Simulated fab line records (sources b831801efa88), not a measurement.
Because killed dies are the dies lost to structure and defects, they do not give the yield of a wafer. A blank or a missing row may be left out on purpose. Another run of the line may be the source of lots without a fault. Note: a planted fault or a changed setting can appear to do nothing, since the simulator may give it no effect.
A lot that was struck, set against a sound lot | flow sky130 | 15 steps out of a route of 708
Sound: these wafers, L834.2, L834.4, L834.5. Struck: wafers L845.1, L845.3, L845.6. At the end, the cause is stated.
For every step that has rows: the tool of each side, followed by ch and its chambers, followed by its first start. Under that, the readings that differ: sound wafers | struck wafers | difference of the means | sigmas: that difference in standard deviations of wafers without a fault.
alike: same words and numbers on both sides, and readings whose means sit less than 2 such deviations apart. not compared: any withheld reading, any reading some wafer has no value for, any bound like >300 that may hide the same value, and any number with overlapping values for which the record gives no deviation.
Wherever a step has rows on one side only, a row that says differs or no value, or a row with sigmas, the two part there. Numbers that have no deviation but don't overlap get no sigmas and don't part them. A reading that every wafer of one side lacks parts them only if that side has two wafers or more.

first, 4 steps without rows for these wafers: SKY_RES_XHIGH_EXPOSE_04 (exposes mask URPM, target cd 1270 nm); SKY_RES_XHIGH_PEB_05; SKY_RES_XHIGH_DEVELOP_06 (develop time 60 s); SKY_RES_XHIGH_IMPLANT_07.
SKY_RES_XHIGH_STRIP_08: strips in O2/N2.
  sound on plasma_asher-04 ch 0, day 27 11:28; struck on plasma_asher-04 ch 0,1, day 31 11:46
  reading                      | sound             | struck            | difference | sigmas
  strip_time_to_endpoint_s (s) | 14.38 14.36 14.40 | 14.18 14.24 14.20 | -0.17      | -4
  alike: drypump_motor_current_A, oes_product_au
  not compared: rf_hours_counter_h
SKY_RES_XHIGH_TW_MEAS_09:
  sound on film_metro-03, day 27 11:34; struck on film_metro-03, day 31 11:52
  alike: RES_XHIGH_TW
then, 6 steps without rows for these wafers: SKY_SD_N_DEHYDRATE_00 (time 60 s); SKY_SD_N_HMDS_01 (prime time 60 s); SKY_SD_N_COAT_02 (resist thk 1140 nm); SKY_SD_N_SOFTBAKE_03 (time 60 s); SKY_SD_N_EXPOSE_04 (exposes mask NSDM, target cd 380 nm); SKY_SD_N_PEB_05.
SKY_SD_N_DEVELOP_06: develop time 60 s.
  sound on litho_track-03 ch 0, day 28 15:38; struck on litho_track-03 ch 0, day 32 14:40
  reading              | sound             | struck            | difference | sigmas
  developer_temp_C (C) | 23.11 22.96 23.05 | 20.67 20.84 20.73 | -2.29      | -21
SKY_SD_N_CD_MEAS_07: the cd target is 380 nm.
  sound on cd_sem-02, day 28 15:47; struck on cd_sem-02, day 32 14:49
  reading    | sound             | struck            | difference | sigmas
  cd_nm (nm) | 375.7 375.8 375.2 | 384.9 385.8 384.5 | +9.5       | +4
SKY_SD_N_OVL_MEAS_08:
  sound on overlay-02, day 28 15:53; struck on overlay-01, day 32 14:56
  alike: SD_N_OVL

## WHERE THEY PART
Earliest at SKY_RES_XHIGH_STRIP_08; latest, in this record, at SKY_SD_N_CD_MEAS_07. Later steps at which nothing parts them and some readings are alike: SKY_SD_N_OVL_MEAS_08.

WHY: the cause the simulator had injected
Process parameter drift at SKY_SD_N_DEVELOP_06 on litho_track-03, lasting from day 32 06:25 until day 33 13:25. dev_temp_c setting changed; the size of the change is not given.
